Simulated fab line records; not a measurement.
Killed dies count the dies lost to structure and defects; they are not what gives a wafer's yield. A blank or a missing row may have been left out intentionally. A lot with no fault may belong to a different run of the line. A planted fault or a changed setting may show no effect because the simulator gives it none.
Chamber matching	flow gf180mcu	GF_V3_ETCH_16 on rie diel-04: 4 sister chambers
The step etches BARC in N2/H2. 8 wafers are shown with their chamber, then 7 later ones without.

== EACH WAFER AND ITS CHAMBER ==
wafer	chamber	drypump motor current A (A)	throttle valve pct (%)
L336.1	1	4.8	13.225
L346.1	2	5.1	13.231
L346.3	3	5.9	13.214
L345.1	0	5.8	13.224
L345.4	0	5.8	13.228
L345.6	3	5.9	13.228
L351.1	2	5.1	13.230
L351.3	1	4.7	13.216

== WAFERS WHOSE CHAMBER IS MISSING ==
wafer	drypump motor current A (A)	throttle valve pct (%)
L351.6	5.1	13.219
L352.3	4.7	13.248
L352.4	5.9	13.232
L352.6	5.9	13.231
L354.1	5.1	13.217
L354.2	5.9	13.224
L354.6	5.8	13.210

== EACH ONE'S CHAMBER ==
wafer	from the rows above	in truth
L351.6	2	2
L352.3	1	1
L352.4	can't be placed: 3 or 0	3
L352.6	can't be placed: 3 or 0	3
L354.1	2	2
L354.2	3	3
L354.6	can't be placed: 0 or 3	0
Correctly placed: 4 of 7. Can't be placed from these rows: 3 (the true chamber is among the candidates in 3). Placed wrongly: 0.
How it was worked out, from the rows above alone: a wafer's distance from a chamber is the root of the sum, over the readings, of the square of ((its reading less the chamber's mean) divided by the reading's scatter). If the next closest chamber is less than 2 further off than the closest, the wafer can't be placed; otherwise it belongs to the closest. A chamber's mean is the mean of its shown wafers. The scatter is the square root of a quotient: the sum, over the shown wafers, of each reading's squared deviation from its chamber's mean, divided by wafers minus chambers.
